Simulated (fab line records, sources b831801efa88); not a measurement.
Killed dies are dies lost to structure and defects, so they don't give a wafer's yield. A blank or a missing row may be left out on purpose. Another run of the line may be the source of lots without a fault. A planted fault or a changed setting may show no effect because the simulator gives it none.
Which tool was responsible? -- flow gf180mcu -- 10 lots, 30 wafers sampled, at 2 steps of a route of 602

## WHAT EACH GAUGE READ, for each wafer
GF_V3_RS_MEAS_24: a four-point-probe measurement.
lot,measured,on,V3_W_RS (ohm/sq)
L755,day 23 19:28,film-metro-02,0.328 0.329 0.330
L754,day 24 01:16,film-metro-02,0.331 0.332 0.329
L756,day 24 06:55,film-metro-02,0.327 0.329 0.331
L757,day 24 16:02,film-metro-01,0.333 0.338 0.330
L758,day 25 02:13,film-metro-02,0.331 0.334 0.329
L759,day 25 03:47,film-metro-02,0.335 0.331 0.334
L766,day 27 14:20,film-metro-01,0.323 0.400 0.323
L768,day 28 01:48,film-metro-03,0.407 0.326 0.404
L772,day 29 02:44,film-metro-02,0.326 0.328 0.328
L773,day 29 10:34,film-metro-03,0.334 0.333 0.333

## EACH LOT AND THE TOOL THAT RAN IT (in order: tool; ch and the chambers of the sampled wafers; start)
lot,GF_V3_CVD_23
L755,"cvd-w-01 ch 0,1, day 23 19:20"
L754,"cvd-w-01 ch 0,1, day 24 01:08"
L756,"cvd-w-01 ch 0,1, day 24 06:49"
L757,"cvd-w-02 ch 0,1, day 24 15:55"
L758,"cvd-w-02 ch 0,1, day 25 02:07"
L759,"cvd-w-01 ch 0,1, day 25 03:40"
L766,"cvd-w-01 ch 0,1, day 27 14:13"
L768,"cvd-w-01 ch 0,1, day 28 01:40"
L772,"cvd-w-02 ch 0,1, day 29 02:36"
L773,"cvd-w-02 ch 0, day 29 10:26"
- GF_V3_CVD_23: deposits W, target thk 350 nm, time 104.9 s.

## THE ANSWER, worked out from the rows above alone
Rule: what is usual is taken from the lots themselves. Put in order of their means at a reading, lots are off if they are a third of the lots or fewer, leave a main group of 4 or more, and stand apart from it by a gap of 3 or more times the standard deviation of the main group's means; of several such gaps the widest counts. A main group is skipped when, at the precision printed for the reading in the tables above, its means are all equal. Also off: a lot with no number at a reading for which 4 or more lots have one. The other lots that the step has rows for count as sound.
Off: L766, L768, seen at GF_V3_RS_MEAS_24 (V3_W_RS). The main group: mean 0.331 ohm/sq, standard deviation 0.0022.
If a tool, at a process step before that reading, ran all the lots that are off and no sound lot after the first of them, it fits. Gauges at GF_V3_RS_MEAS_24: tried the same way as those tools. One fits: cvd-w-01 at GF_V3_CVD_23. Its last sound lot is L759 (day 25 03:40), its first lot that is off L766 (day 27 14:13): a fault that began between those two fits.

## WHAT THE SIMULATOR PUT IN
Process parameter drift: cvd-w-01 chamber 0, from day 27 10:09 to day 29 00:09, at GF_V3_CVD_23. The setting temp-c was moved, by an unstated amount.
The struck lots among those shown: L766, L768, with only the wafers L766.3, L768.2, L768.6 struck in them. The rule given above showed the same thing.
